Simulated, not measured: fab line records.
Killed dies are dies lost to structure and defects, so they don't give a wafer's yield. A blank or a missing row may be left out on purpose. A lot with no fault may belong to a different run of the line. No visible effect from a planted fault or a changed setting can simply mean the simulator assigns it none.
Which tool is to blame?	flow sky130	6 lots with 18 wafers sampled at 2 steps, on a route of 708 steps

WHAT EACH GAUGE READ, for each wafer
SKY_VIA1_OVL_MEAS_13.
lot	measured	on	VIA1_OVL (nm)
L707	day 35 03:21	overlay-01	1 0 -4
L709	day 37 01:17	overlay-02	-6 -5 -8
L715	day 37 13:56	overlay-02	3 3 10
L722	day 39 13:26	overlay-02	9 1 6
L724	day 40 06:33	overlay-02	-8 -3 -5
L726	day 40 21:08	overlay-02	5 3 3

EACH LOT AND THE TOOL THAT RAN IT (in order: tool; ch and the chambers of the sampled wafers; start)
lot	SKY_RES_XHIGH_EXPOSE_04
L707	iline-stepper-02 ch 0, day 27 06:34
L709	iline-stepper-01 ch 0, day 29 09:02
L715	iline-stepper-01 ch 0, day 29 23:44
L722	iline-stepper-01 ch 0, day 32 04:23
L724	iline-stepper-01 ch 0, day 32 21:41
L726	iline-stepper-02 ch 0, day 33 14:31
- SKY_RES_XHIGH_EXPOSE_04: exposes mask URPM, target cd 1270 nm.

THE ANSWER, worked out from the rows above alone
Rule: the usual values come from the lots themselves. The widest of any qualifying gaps counts: lots, ordered by their means at a reading, are off when they make up no more than a third of the lots, leave a main group of 4 or more, and stand apart from it by 3 or more times the standard deviation of that group's means. A main group whose means are all the same, to the digits that the tables above print for the reading, isn't used. A lot without any number at a reading at which 4 lots or more have one is off too. All remaining lots with rows at the step are treated as sound.
No lot is off at any reading shown: from this, nothing can be told.

WHAT WAS PUT IN BY THE SIMULATOR
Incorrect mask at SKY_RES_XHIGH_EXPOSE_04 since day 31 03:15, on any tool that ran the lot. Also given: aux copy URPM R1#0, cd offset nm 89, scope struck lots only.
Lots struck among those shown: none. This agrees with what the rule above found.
